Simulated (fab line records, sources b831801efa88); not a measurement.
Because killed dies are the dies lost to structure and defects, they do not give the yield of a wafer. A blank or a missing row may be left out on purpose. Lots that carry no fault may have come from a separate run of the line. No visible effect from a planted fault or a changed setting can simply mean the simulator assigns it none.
2 desks looking at one fault | flow gf180mcu | each desk holds nothing but its own numbers, with what lay behind them at the end

== FROM THE METROLOGY DESK ==
What the gauges read for every lot (on any tool): the sampled wafers with a number, averaged. If a lot's mean is further than 4 standard deviations from the usual mean, the lot is out of limits and carries the mark OUT (the distance appears in the brackets).
Columns: A = LVPWELL_OVL at GF_LVPWELL_OVL_MEAS_07, usual -1.0 nm; B = DUAL_GATE_OXIDATION_00_THK at GF_DUAL_GATE_THK_MEAS_03, usual 10.77 nm
lot  | first seen here | A    | B
L382 | day 4 00:02     | -0.8 | 10.48
L383 | day 4 05:08     | 0.2  | 10.76
L384 | day 4 08:38     | -1.7 | 10.61
L386 | day 4 18:34     | -0.5 | 9.08 (-8.5) OUT
L389 | day 5 13:44     | -0.9 | 8.64 (-11) OUT
L391 | day 5 21:27     | -1.1 | 8.92 (-9.2) OUT
L396 | day 7 02:58     | -0.7 | 10.95
L397 | day 7 07:56     | -2.3 | 10.87
L398 | day 7 14:33     | 0.2  | 11.05
L399 | day 7 20:25     | -0.6 | 11.01
L400 | day 8 02:29     | 0.0  | 10.67
L405 | day 9 07:31     | -2.0 | 11.05
Per this desk, out of limits: L386, L389, L391; the first was L386, day 8 16:53 (DUAL_GATE_OXIDATION_00_THK at GF_DUAL_GATE_THK_MEAS_03). L382, L383, L384, L396, L397, L398, L399, L400, L405: within limits.

== DESK OF THE TOOL OWNER: furnace-02 ==
The tool's own readings at GF_DUAL_GATE_OXIDATION_02 (stabilise 600 s, purge 300 s, target thk 10.887 nm): means of the sampled wafers that have a number, for each lot that ran on this tool. If a lot's mean is further than 4 standard deviations from the usual mean, the lot is out of limits and carries the mark OUT (the distance appears in the brackets). It has 8 readings, of which 7 appear: the earliest out of limits, and the ones furthest out on some lot.
Columns: A = spike tc bottom C at GF_DUAL_GATE_OXIDATION_02, usual 917.3 C; B = spike tc centre C at GF_DUAL_GATE_OXIDATION_02, usual 900.1 C; C = spike tc lower C at GF_DUAL_GATE_OXIDATION_02, usual 900.6 C; D = spike tc top C at GF_DUAL_GATE_OXIDATION_02, usual 911.2 C; E = spike tc upper C at GF_DUAL_GATE_OXIDATION_02, usual 900.1 C; F = tube center temp C at GF_DUAL_GATE_OXIDATION_02, usual 899.99 C; G = tube_center_temp_C_max at GF_DUAL_GATE_OXIDATION_02, usual 902.3
lot  | first seen here | A                | B               | C               | D                | E               | F                        | G
L383 | day 7 23:30     | 915.2            | 899.0           | 900.9           | 913.1            | 900.9           | 899.99                   | 902.6
L384 | day 8 04:55     | 915.9            | 899.6           | 901.5           | 912.3            | 900.4           | 900.04                   | 902.1
L386 | day 8 15:26     | 899.4 (-10) OUT  | 884.5 (-17) OUT | 885.3 (-15) OUT | 897.5 (-7.2) OUT | 885.7 (-13) OUT | 884.58 (-99 or more) OUT | 886.6 (-42) OUT
L389 | day 9 16:22     | 900.7 (-9.2) OUT | 885.6 (-15) OUT | 886.2 (-14) OUT | 897.8 (-7.1) OUT | 886.2 (-13) OUT | 884.52 (-99 or more) OUT | 886.7 (-42) OUT
L391 | day 9 23:36     | 900.4 (-9.4) OUT | 884.2 (-17) OUT | 885.7 (-15) OUT | 897.7 (-7.1) OUT | 885.1 (-14) OUT | 884.59 (-99 or more) OUT | 886.9 (-42) OUT
L399 | day 12 10:32    | 914.9            | 899.5           | 899.8           | 912.4            | 900.6           | 899.96                   | 902.3
L400 | day 12 17:09    | 916.2            | 899.4           | 900.4           | 912.0            | 901.6           | 899.94                   | 902.4
L405 | day 14 03:06    | 915.6            | 900.6           | 900.9           | 913.0            | 901.0           | 900.00                   | 902.1
Finding of this desk: L386, L389, L391 out of limits; the first was L386 at day 8 15:26, on spike tc bottom C at GF_DUAL_GATE_OXIDATION_02. L383, L384, L399, L400, L405: within limits.

== TAKEN TOGETHER ==
At day 8 15:26, on L386, L389, L391, the tool owner's desk was in a position to raise an alarm.
An alarm was possible from the metrology desk at day 8 16:53, on L386, L389, L391.
On furnace-02, each named lot ran GF_DUAL_GATE_OXIDATION_02.

== WHAT THE SIMULATOR PUT IN ==
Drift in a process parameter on furnace-02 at GF_DUAL_GATE_OXIDATION_02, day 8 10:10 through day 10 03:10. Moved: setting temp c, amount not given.
Struck lots among those shown: L386, L389, L391.
Time in hours from fault onset to the first out-of-limits reading at each desk: tool owner's desk 5, metrology desk 7.
